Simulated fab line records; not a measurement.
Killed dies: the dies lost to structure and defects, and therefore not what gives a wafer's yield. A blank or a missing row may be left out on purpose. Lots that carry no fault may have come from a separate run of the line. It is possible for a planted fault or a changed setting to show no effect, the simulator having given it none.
Matching of chambers / flow sky130 / SKY_LI_CONTACT_CMP_24 on cmp-01: 4 sister chambers
The step polishes, stops on PSG, t overpolish 20 s, target thk 0 nm. 22 wafers are shown with their chamber, then 11 later ones without.

WAFERS, EACH WITH ITS CHAMBER
wafer=L075.1; chamber=1; motor current A (A)=12.0; time to endpoint s (s)=91; overpolish run s (s)=20.005
wafer=L075.5; chamber=2; motor current A (A)=10.5; time to endpoint s (s)=88; overpolish run s (s)=19.998
wafer=L075.6; chamber=1; motor current A (A)=12.6; time to endpoint s (s)=91; overpolish run s (s)=20.007
wafer=L076.1; chamber=2; motor current A (A)=11.5; time to endpoint s (s)=94; overpolish run s (s)=20.008
wafer=L076.4; chamber=3; motor current A (A)=10.0; time to endpoint s (s)=94; overpolish run s (s)=19.985
wafer=L076.5; chamber=0; motor current A (A)=12.4; time to endpoint s (s)=94; overpolish run s (s)=19.992
wafer=L079.4; chamber=0; motor current A (A)=11.8; time to endpoint s (s)=90; overpolish run s (s)=19.989
wafer=L079.5; chamber=0; motor current A (A)=12.2; time to endpoint s (s)=91; overpolish run s (s)=19.995
wafer=L079.6; chamber=3; motor current A (A)=10.1; time to endpoint s (s)=93; overpolish run s (s)=20.011
wafer=L080.1; chamber=1; motor current A (A)=13.1; time to endpoint s (s)=98; overpolish run s (s)=20.014
wafer=L080.3; chamber=2; motor current A (A)=10.7; time to endpoint s (s)=95; overpolish run s (s)=20.000
wafer=L080.6; chamber=2; motor current A (A)=11.4; time to endpoint s (s)=92; overpolish run s (s)=20.000
wafer=L082.1; chamber=3; motor current A (A)=10.3; time to endpoint s (s)=94; overpolish run s (s)=20.016
wafer=L082.3; chamber=1; motor current A (A)=12.9; time to endpoint s (s)=97; overpolish run s (s)=19.989
wafer=L082.6; chamber=0; motor current A (A)=12.0; time to endpoint s (s)=94; overpolish run s (s)=20.001
wafer=L084.4; chamber=0; motor current A (A)=12.2; time to endpoint s (s)=95; overpolish run s (s)=20.017
wafer=L084.5; chamber=0; motor current A (A)=12.3; time to endpoint s (s)=96; overpolish run s (s)=20.015
wafer=L084.6; chamber=3; motor current A (A)=9.8; time to endpoint s (s)=96; overpolish run s (s)=19.996
wafer=L087.3; chamber=2; motor current A (A)=11.0; time to endpoint s (s)=92; overpolish run s (s)=19.982
wafer=L087.5; chamber=2; motor current A (A)=11.3; time to endpoint s (s)=94; overpolish run s (s)=20.000
wafer=L087.6; chamber=1; motor current A (A)=12.8; time to endpoint s (s)=97; overpolish run s (s)=19.999
wafer=L089.1; chamber=0; motor current A (A)=12.3; time to endpoint s (s)=98; overpolish run s (s)=20.008

SIGNATURES (averages over the wafers above)
reading=motor current A; chamber 0=12.171; chamber 1=12.680; chamber 2=11.067; chamber 3=10.050; scatter within a chamber=0.325
reading=time to endpoint s; chamber 0=94.00; chamber 1=94.80; chamber 2=92.50; chamber 3=94.25; scatter within a chamber=2.7
reading=overpolish run s; chamber 0=20.00243; chamber 1=20.00280; chamber 2=19.99800; chamber 3=20.00200; scatter within a chamber=0.0107
Rule: for each reading, subtract the chamber's mean from the wafer's reading, divide by that reading's scatter and square the result; add these up over the readings and take the root, which gives the wafer's distance from the chamber. If the next closest chamber is less than 2 further off than the closest, the wafer can't be placed; otherwise it belongs to the closest. The scatter: the root of (the sum of the squares of (reading less its chamber's mean) over the shown wafers, divided by (wafers less chambers)).

WAFERS WHOSE CHAMBER IS MISSING
wafer=L089.5; motor current A (A)=11.5; time to endpoint s (s)=95; overpolish run s (s)=19.994
wafer=L089.6; motor current A (A)=9.9; time to endpoint s (s)=94; overpolish run s (s)=19.992
wafer=L091.1; motor current A (A)=9.7; time to endpoint s (s)=97; overpolish run s (s)=19.997
wafer=L091.4; motor current A (A)=11.4; time to endpoint s (s)=96; overpolish run s (s)=19.987
wafer=L091.6; motor current A (A)=10.5; time to endpoint s (s)=92; overpolish run s (s)=20.005
wafer=L095.3; motor current A (A)=10.4; time to endpoint s (s)=97; overpolish run s (s)=19.997
wafer=L095.5; motor current A (A)=12.2; time to endpoint s (s)=97; overpolish run s (s)=19.997
wafer=L095.6; motor current A (A)=12.8; time to endpoint s (s)=97; overpolish run s (s)=19.989
wafer=L096.2; motor current A (A)=10.5; time to endpoint s (s)=97; overpolish run s (s)=19.994
wafer=L096.4; motor current A (A)=11.5; time to endpoint s (s)=101; overpolish run s (s)=19.993
wafer=L096.5; motor current A (A)=11.3; time to endpoint s (s)=97; overpolish run s (s)=20.003

EACH ONE'S CHAMBER
wafer=L089.5; from the rows above=can't be placed: 2 or 0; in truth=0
wafer=L089.6; from the rows above=3; in truth=3
wafer=L091.1; from the rows above=3; in truth=3
wafer=L091.4; from the rows above=can't be placed: 2 or 0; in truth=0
wafer=L091.6; from the rows above=can't be placed: 3 or 2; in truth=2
wafer=L095.3; from the rows above=can't be placed: 3 or 2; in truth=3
wafer=L095.5; from the rows above=can't be placed: 0 or 1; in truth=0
wafer=L095.6; from the rows above=can't be placed: 1 or 0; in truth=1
wafer=L096.2; from the rows above=can't be placed: 3 or 2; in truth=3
wafer=L096.4; from the rows above=can't be placed: 0 or 2 or 1 or 3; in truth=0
wafer=L096.5; from the rows above=can't be placed: 2 or 0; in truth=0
Correctly placed: 2 of 11. Unplaceable from these rows: 9, with the true chamber sitting among the candidates in 9. Number placed wrongly: 0.
